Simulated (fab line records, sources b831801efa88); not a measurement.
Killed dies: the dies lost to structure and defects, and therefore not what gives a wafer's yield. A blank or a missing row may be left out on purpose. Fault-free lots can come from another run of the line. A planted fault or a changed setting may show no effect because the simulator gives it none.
Chamber matching / flow sky130 / rie diel-03 running SKY_POLY_CUT_ETCH_11: 4 sister chambers
The step etches Si3N4 in CF4/CH2F2/Ar, stops on poly-Si, time 42.5 s, target depth 60 nm. 8 wafers are shown with their chamber, then 7 later ones without.

== WAFERS PAIRED WITH THEIR CHAMBERS ==
wafer=L528.5; chamber=1; drypump motor current A (A)=6.2; throttle valve pct (%)=14.998
wafer=L529.1; chamber=1; drypump motor current A (A)=6.3; throttle valve pct (%)=14.985
wafer=L529.3; chamber=0; drypump motor current A (A)=5.1; throttle valve pct (%)=14.983
wafer=L533.1; chamber=3; drypump motor current A (A)=5.6; throttle valve pct (%)=14.985
wafer=L533.2; chamber=0; drypump motor current A (A)=5.1; throttle valve pct (%)=15.008
wafer=L533.5; chamber=2; drypump motor current A (A)=5.7; throttle valve pct (%)=14.986
wafer=L535.1; chamber=2; drypump motor current A (A)=5.7; throttle valve pct (%)=14.977
wafer=L535.3; chamber=3; drypump motor current A (A)=5.6; throttle valve pct (%)=14.981

== WAFERS WHOSE CHAMBER IS MISSING ==
wafer=L535.5; drypump motor current A (A)=5.6; throttle valve pct (%)=15.005
wafer=L540.2; drypump motor current A (A)=5.7; throttle valve pct (%)=14.991
wafer=L540.3; drypump motor current A (A)=5.6; throttle valve pct (%)=14.989
wafer=L540.6; drypump motor current A (A)=5.7; throttle valve pct (%)=14.985
wafer=L549.2; drypump motor current A (A)=5.1; throttle valve pct (%)=14.989
wafer=L549.3; drypump motor current A (A)=6.2; throttle valve pct (%)=14.980
wafer=L549.6; drypump motor current A (A)=5.7; throttle valve pct (%)=14.989

== EACH ONE'S CHAMBER ==
wafer=L535.5; from the rows above=can't be placed: 3 or 2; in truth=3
wafer=L540.2; from the rows above=2; in truth=2
wafer=L540.3; from the rows above=3; in truth=3
wafer=L540.6; from the rows above=2; in truth=2
wafer=L549.2; from the rows above=0; in truth=0
wafer=L549.3; from the rows above=1; in truth=1
wafer=L549.6; from the rows above=2; in truth=2
Correct placement for 6 of the 7. These rows do not allow placing 1 (true chamber among the candidates in 1). Number placed wrongly: 0.
How it was worked out, from the rows above alone: a wafer's distance from a chamber is the root of the sum, over the readings, of the square of ((its reading less the chamber's mean) divided by the reading's scatter). The wafer belongs to the nearest chamber; if the next one is less than 2 further off, it can't be placed. A chamber's mean is the mean of its shown wafers. The scatter: the root of (the sum of the squares of (reading less its chamber's mean) over the shown wafers, divided by (wafers less chambers)).
